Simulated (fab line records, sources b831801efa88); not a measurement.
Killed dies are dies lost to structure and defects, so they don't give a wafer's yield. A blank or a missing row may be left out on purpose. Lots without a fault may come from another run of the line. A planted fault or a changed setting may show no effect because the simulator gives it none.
Which tool did it? | flow gf180mcu | 13 lots, 39 wafers sampled, at 2 steps of a route of 602

WHAT THE GAUGES READ, wafer by wafer
GF_M4_THK_MEAS_06: measures by xrf.
lot  | measured     | on            | M4_ALCU_THK (nm)
L117 | day 22 10:38 | film_metro-02 | 444 445 450
L118 | day 23 00:01 | film_metro-01 | 448 443 452
L119 | day 23 06:10 | film_metro-01 | 450 449 453
L120 | day 23 10:59 | film_metro-04 | 448 445 444
L122 | day 24 07:51 | film_metro-04 | 446 447 446
L129 | day 27 00:15 | film_metro-02 | 458 450 455
L131 | day 27 09:01 | film_metro-02 | 431 441 436
L132 | day 27 12:18 | film_metro-02 | 455 451 445
L133 | day 27 22:17 | film_metro-02 | 456 452 455
L135 | day 28 21:34 | film_metro-02 | 448 443 446
L136 | day 29 05:13 | film_metro-04 | 440 449 434
L137 | day 29 13:16 | film_metro-01 | 437 448 435
L139 | day 30 08:37 | film_metro-02 | 438 450 454

WHICH TOOL RAN EACH LOT (tool, then ch and the chambers of the sampled wafers, then the start)
lot  | GF_V2_CLEAN_20
L117 | wet_bench-04 ch 2, day 20 07:30
L118 | wet_bench-01 ch 1, day 20 20:40
L119 | wet_bench-01 ch 1, day 21 03:32
L120 | wet_bench-04 ch 3, day 21 08:12
L122 | wet_bench-01 ch 0, day 22 07:20
L129 | wet_bench-01 ch 0, day 25 02:52
L131 | wet_bench-01 ch 2, day 25 10:55
L132 | wet_bench-04 ch 1, day 25 14:42
L133 | wet_bench-03 ch 0, day 26 01:17
L135 | wet_bench-03 ch 0, day 27 00:53
L136 | wet_bench-04 ch 0, day 27 09:54
L137 | wet_bench-03 ch 1, day 27 19:05
L139 | wet_bench-01 ch 2, day 28 14:53
- GF_V2_CLEAN_20: cleans in DIW.

WHAT THE TOOLS THEMSELVES READ (means of the sampled wafers that have a number; where no wafer has one, the mark that the record gives instead)
The record holds no such reading with a usual standard deviation.

THE ANSWER, worked out from the rows above alone
Rule: what is usual is taken from the lots themselves. Put in order of their means at a reading, lots are off if they are a third of the lots or fewer, leave a main group of 4 or more, and stand apart from it by a gap of 3 or more times the standard deviation of the main group's means; of several such gaps the widest counts. A main group whose means are all the same, to the digits that the tables above print for the reading, isn't used. A lot without any number at a reading at which 4 lots or more have one is off too. The other lots that the step has rows for count as sound. The gauges are gone through in route order, then the tools' own readings, and for those a lot's mean is taken as printed above. The first step at which some lot is off is used, and at that step the reading that is off furthest; a lot without a number counts as furthest.
No lot is off at any reading shown: from this, nothing can be told.

WHAT THE SIMULATOR HAD PUT IN
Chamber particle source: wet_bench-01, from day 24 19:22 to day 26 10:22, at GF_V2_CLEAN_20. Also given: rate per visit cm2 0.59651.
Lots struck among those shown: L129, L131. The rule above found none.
